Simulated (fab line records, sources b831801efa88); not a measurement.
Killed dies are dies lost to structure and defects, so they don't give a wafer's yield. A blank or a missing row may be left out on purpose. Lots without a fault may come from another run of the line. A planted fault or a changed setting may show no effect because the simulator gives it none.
Which tool did it? | flow sfq_line | 14 lots, 42 wafers sampled, at 3 steps of a route of 325

WHAT THE GAUGES READ, wafer by wafer
SFQ_M4_RS_MEAS_924: measures by four-point-probe. Usual: M4_NB_RS 0.888 ohm/sq, standard deviation 0.011.
lot  | measured     | on            | M4_NB_RS (ohm/sq) | flag
L984 | day 36 10:09 | film_metro-02 | 0.890 0.879 0.883 |
L985 | day 36 13:46 | film_metro-03 | 0.904 0.894 0.907 |
L986 | day 36 17:22 | film_metro-02 | 0.905 0.891 0.901 |
L988 | day 37 13:56 | film_metro-02 | 0.890 0.888 0.886 |
L989 | day 38 05:23 | film_metro-02 | 0.885 0.886 0.884 |
L990 | day 38 10:11 | film_metro-02 | 0.882 0.872 0.877 |
L991 | day 38 12:16 | film_metro-02 | 0.889 0.884 0.896 |
L995 | day 39 19:13 | film_metro-02 | 0.894 0.904 0.891 |
L997 | day 44 19:18 | film_metro-03 | 0.885 0.883 0.898 |
L101 | day 45 06:44 | film_metro-02 | 0.915 0.901 0.913 |
L102 | day 45 09:08 | film_metro-02 | 0.879 0.877 0.884 |
L105 | day 45 20:40 | film_metro-03 | 0.886 0.887 0.891 |
L106 | day 50 04:08 | film_metro-04 | 0.897 0.881 0.882 |
L107 | day 50 04:14 | film_metro-03 | 0.863 0.888 0.882 |

WHICH TOOL RAN EACH LOT (tool, then ch and the chambers of the sampled wafers, then the start)
lot  | SFQ_TRILAYER_L0_STRIP_STRIP_009  | SFQ_TRILAYER_M0_ETCH_METAL_ETCH_024
L984 | rie_metal-03 ch 0,1, day 2 10:29 | rie_metal-03 ch 0,1, day 8 16:37
L985 | rie_metal-02 ch 0,1, day 2 13:05 | rie_metal-03 ch 0,1, day 8 19:04
L986 | rie_metal-01 ch 0,1, day 4 07:07 | rie_metal-04 ch 0, day 11 22:04
L988 | rie_metal-02 ch 0,1, day 5 05:36 | rie_metal-03 ch 0,1, day 13 05:07
L989 | rie_metal-02 ch 0, day 5 12:19   | rie_metal-01 ch 0,1, day 13 06:22
L990 | rie_metal-02 ch 0, day 5 16:55   | rie_metal-03 ch 0,1, day 13 07:34
L991 | rie_metal-01 ch 0,1, day 5 22:24 | rie_metal-04 ch 0,1, day 13 08:43
L995 | rie_metal-01 ch 0,1, day 7 01:59 | rie_metal-04 ch 0,1, day 13 13:31
L997 | rie_metal-01 ch 0,1, day 7 13:59 | rie_metal-01 ch 0,1, day 13 17:08
L101 | rie_metal-01 ch 0,1, day 8 20:14 | rie_metal-04 ch 0,1, day 13 21:55
L102 | rie_metal-03 ch 0,1, day 8 23:50 | rie_metal-01 ch 1, day 13 23:20
L105 | rie_metal-03 ch 0,1, day 9 15:26 | rie_metal-01 ch 0,1, day 14 06:05
L106 | rie_metal-01 ch 0,1, day 9 22:38 | rie_metal-03 ch 0, day 14 10:53
L107 | rie_metal-02 ch 1, day 10 07:02  | rie_metal-01 ch 0,1, day 14 20:29
- SFQ_TRILAYER_L0_STRIP_STRIP_009: strips in O2.
- SFQ_TRILAYER_M0_ETCH_METAL_ETCH_024: etches Nb in Cl2/Ar, stops on SiO2, target depth 240 nm, time 120 s.

WHAT THE TOOLS THEMSELVES READ (means of the sampled wafers that have a number; where no wafer has one, the mark that the record gives instead)
SFQ_TRILAYER_L0_STRIP_STRIP_009. Usual: chamber_pressure_mTorr 50.00 mTorr, standard deviation 0.046; drypump_motor_current_A 5.9 A, standard deviation 0.37; oes_product_au 0.997 a.u., standard deviation 0.0098.
lot  | tool         | chamber_pressure_mTorr (mTorr) | drypump_motor_current_A (A) | oes_product_au (a.u.) | flag
L984 | rie_metal-03 | 49.97                          | 5.8                         | 1.006                 |
L985 | rie_metal-02 | 50.03                          | 5.6                         | 1.007                 |
L986 | rie_metal-01 | 50.00                          | 5.7                         | 0.992                 |
L988 | rie_metal-02 | 50.00                          | 6.1                         | 0.999                 |
L989 | rie_metal-02 | 49.99                          | 6.5                         | 1.005                 |
L990 | rie_metal-02 | 49.95                          | 6.5                         | 0.999                 |
L991 | rie_metal-01 | 50.00                          | 5.8                         | 0.984                 |
L995 | rie_metal-01 | 49.97                          | 5.7                         | 0.998                 |
L997 | rie_metal-01 | 50.03                          | 5.7                         | 0.997                 |
L101 | rie_metal-01 | 50.02                          | 5.8                         | 0.986                 |
L102 | rie_metal-03 | 49.99                          | 6.1                         | 1.013                 |
L105 | rie_metal-03 | 49.97                          | 5.8                         | 1.015                 |
L106 | rie_metal-01 | 50.04                          | 5.8                         | 0.988                 |
L107 | rie_metal-02 | 49.98                          | 5.2                         | 0.998                 |

SFQ_TRILAYER_M0_ETCH_METAL_ETCH_024. Usual: chamber_pressure_mTorr 10.001 mTorr, standard deviation 0.0096; drypump_motor_current_A 5.9 A, standard deviation 0.31; oes_product_au 0.898 a.u., standard deviation 0.0077; run_length_s 148.42 s, standard deviation 0.29.
lot  | tool         | chamber_pressure_mTorr (mTorr) | drypump_motor_current_A (A) | oes_product_au (a.u.) | run_length_s (s) | flag
L984 | rie_metal-03 | 9.997                          | 5.8                         | 0.896                 | 148.33           |
L985 | rie_metal-03 | 10.005                         | 5.8                         | 0.901                 | 148.46           |
L986 | rie_metal-04 | 10.002                         | 6.3                         | 0.893                 | 148.73           |
L988 | rie_metal-03 | 10.007                         | 6.0                         | 0.897                 | 148.35           |
L989 | rie_metal-01 | 9.993                          | 5.7                         | 0.899                 | 148.22           |
L990 | rie_metal-03 | 9.993                          | 6.0                         | 0.896                 | 148.37           |
L991 | rie_metal-04 | 10.000                         | 5.9                         | 0.885                 | 148.75           |
L995 | rie_metal-04 | 10.004                         | 6.1                         | 0.968                 | 140.06           | OFF
L997 | rie_metal-01 | 9.990                          | 5.8                         | 0.899                 | 148.30           |
L101 | rie_metal-04 | 9.995                          | 6.1                         | 0.960                 | 139.98           | OFF
L102 | rie_metal-01 | 10.003                         | 5.7                         | 0.893                 | 148.38           |
L105 | rie_metal-01 | 10.002                         | 5.8                         | 0.899                 | 148.09           |
L106 | rie_metal-03 | 10.003                         | 5.6                         | 0.905                 | 148.35           |
L107 | rie_metal-01 | 9.993                          | 5.8                         | 0.900                 | 148.45           |

THE ANSWER, worked out from the rows above alone
Rule: a lot is off if the mean of its wafers that have a number lies more than 3 standard deviations from the usual mean. A lot without any number at a reading at which 4 lots or more have one is off too. The other lots that the step has rows for count as sound. The gauges are gone through in route order, then the tools' own readings, and for those a lot's mean is taken as printed above. The first step at which some lot is off is used, and at that step the reading that is off furthest; a lot without a number counts as furthest.
Off: L995, L101, at SFQ_TRILAYER_M0_ETCH_METAL_ETCH_024 (run_length_s).
A tool fits if, at that step or a process step before it, it ran every lot that is off, and no sound lot after the first of them. One fits: rie_metal-04 at SFQ_TRILAYER_M0_ETCH_METAL_ETCH_024. Its last sound lot is L991 (day 13 08:43), its first lot that is off L995 (day 13 13:31): a fault that began between those two fits.
The tool's own readings at SFQ_TRILAYER_M0_ETCH_METAL_ETCH_024 bear it out: on the lots that are off they differ by more than 5 times the standard deviation of the sound lots' means. oes_product_au reads 0.964 a.u. there against 0.897 a.u. on the sound lots; run_length_s reads 140.02 s there against 148.40 s on the sound lots.

WHAT THE SIMULATOR HAD PUT IN
Process parameter drift: rie_metal-04, from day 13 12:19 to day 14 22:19, at SFQ_TRILAYER_M0_ETCH_METAL_ETCH_024. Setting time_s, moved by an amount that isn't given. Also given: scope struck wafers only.
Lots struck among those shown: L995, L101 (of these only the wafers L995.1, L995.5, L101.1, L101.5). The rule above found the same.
